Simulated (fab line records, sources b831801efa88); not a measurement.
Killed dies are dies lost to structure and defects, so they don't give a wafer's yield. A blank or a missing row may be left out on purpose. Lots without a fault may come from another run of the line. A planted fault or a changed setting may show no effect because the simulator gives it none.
Split-lot experiment | flow gf180mcu | 5 lots, 23 wafers read, on a route of 602 steps

THE SPLIT
At GF_STI_CVD_03 (deposits Si3N4 from DCS/NH3, target thk 207.16 nm, time 3551 s), the setting pressure_mtorr was moved away from the recipe's 250 mTorr on 15 of the 23 wafers read, by -11.6% to +12.7%. The other wafers ran this setting at the recipe's value.

The file shows no step between the split and the reading.

THE READING
STI_CVD_03_THK, in nm, at GF_STI_THK_MEAS_04. Fault-free wafers of this fab line usually give 206.7 nm, standard deviation 2 nm.

wafer  | tool, chamber at the split | pressure_mtorr as run, mTorr | against the recipe | STI_CVD_03_THK, nm | against lot-mates on the recipe
L074.1 | -, -                       | 221.1                        | -11.6%             | 202.6              | no lot-mate on the recipe
L074.3 | -, -                       | 221.1                        | -11.6%             | 200.9              | no lot-mate on the recipe
L074.4 | -, -                       | 221.1                        | -11.6%             | 201.5              | no lot-mate on the recipe
L074.5 | -, -                       | 221.1                        | -11.6%             | 199.6              | no lot-mate on the recipe
L074.6 | -, -                       | 221.1                        | -11.6%             | 200.6              | no lot-mate on the recipe
L076.1 | -, -                       | 277.8                        | +11.1%             | 215.6              | no lot-mate on the recipe
L076.2 | -, -                       | 277.8                        | +11.1%             | 214.7              | no lot-mate on the recipe
L076.4 | -, -                       | 277.8                        | +11.1%             | 213.6              | no lot-mate on the recipe
L076.5 | -, -                       | 277.8                        | +11.1%             | 216.6              | no lot-mate on the recipe
L076.6 | -, -                       | 277.8                        | +11.1%             | 214.1              | no lot-mate on the recipe
L077.1 | -, -                       | 250                          | recipe             | 208.2              | -
L077.2 | -, -                       | 250                          | recipe             | 206.6              | -
L077.3 | -, -                       | 250                          | recipe             | 206.6              | -
L077.4 | -, -                       | 250                          | recipe             | 208.8              | -
L077.5 | -, -                       | 250                          | recipe             | 206.8              | -
L079.1 | lpcvd-02, 1                | 250                          | recipe             | 201.5              | -
L079.2 | lpcvd-02, 1                | 250                          | recipe             | 205.3              | -
L079.5 | lpcvd-02, 1                | 250                          | recipe             | 204.7              | -
L082.1 | -, -                       | 281.8                        | +12.7%             | 215.3              | no lot-mate on the recipe
L082.2 | -, -                       | 281.8                        | +12.7%             | 215.2              | no lot-mate on the recipe
L082.4 | -, -                       | 281.8                        | +12.7%             | 214.6              | no lot-mate on the recipe
L082.5 | -, -                       | 281.8                        | +12.7%             | 216.5              | no lot-mate on the recipe
L082.6 | -, -                       | 281.8                        | +12.7%             | 215.7              | no lot-mate on the recipe

THE FIT
A straight line over all 23 wafers: STI_CVD_03_THK changes by +0.623 nm for each +1% of pressure_mtorr; r = +0.96; the points scatter about the line by 1.8 nm.
Too few moved wafers have a lot-mate on the recipe to fit a line with each lot's own level taken away.

THE WHOLE CHAIN: every reading that the file lists as answering this split, in the file's order
step               | what it does                                                   | reading                                                                     | change (the file's fit)               | r (the file's)
GF_STI_CVD_03      | deposits Si3N4 from DCS/NH3, target thk 207.16 nm, time 3551 s | Si3N4_of_STI_CVD_03.thk_nm (the simulator's own value, which no gauge read) | +0.622 nm for each +1% of the setting | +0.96
GF_STI_THK_MEAS_04 |                                                                | STI_CVD_03_THK                                                              | +0.624 for each +1% of the setting    | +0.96

THE FILE'S OWN FIT
STI_CVD_03_THK changes by +0.624 nm for each +1% of pressure_mtorr, r = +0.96.
